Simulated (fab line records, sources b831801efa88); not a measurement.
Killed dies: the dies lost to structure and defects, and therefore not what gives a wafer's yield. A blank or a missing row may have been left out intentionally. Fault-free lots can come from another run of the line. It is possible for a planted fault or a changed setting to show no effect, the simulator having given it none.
Matching of chambers + flow sfqLine + 3 sister chambers for SFQ_TRILAYER_I2_CMP_CMP_064 on cmp-01
The step polishes SiO2. 3 wafers are shown with their chamber, then 2 later ones without.

## WAFERS PAIRED WITH THEIR CHAMBERS
| wafer  | chamber | motorCurrentA (A) |
|--------|---------|-------------------|
| L476.5 | 1       | 9.6               |
| L487.4 | 3       | 8.5               |
| L487.5 | 2       | 11.5              |

## WAFERS WITH NO CHAMBER GIVEN
| wafer  | motorCurrentA (A) |
|--------|-------------------|
| L488.1 | 12.8              |
| L492.1 | 9.1               |

## WHICH CHAMBER EACH ONE RAN IN
| wafer  | from the rows above          | in truth |
|--------|------------------------------|----------|
| L488.1 | can't be placed: 2 or 1      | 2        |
| L492.1 | can't be placed: 1 or 3 or 2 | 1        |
0 of 2 placed correctly. Cannot be placed on the basis of these rows: 2; the candidates contain the true chamber in 2. Wrongly placed: 0.
How it was worked out, from the rows above alone: a wafer's distance from a chamber is the root of the sum, over the readings, of the square of ((its reading less the chamber's mean) divided by the reading's scatter). If the next closest chamber is less than 2 further off than the closest, the wafer can't be placed; otherwise it belongs to the closest. A chamber's mean is the mean of its shown wafers. The scatter: root of mean squared gap, hidden wafer to nearest shown wafer, with one shown wafer a chamber.
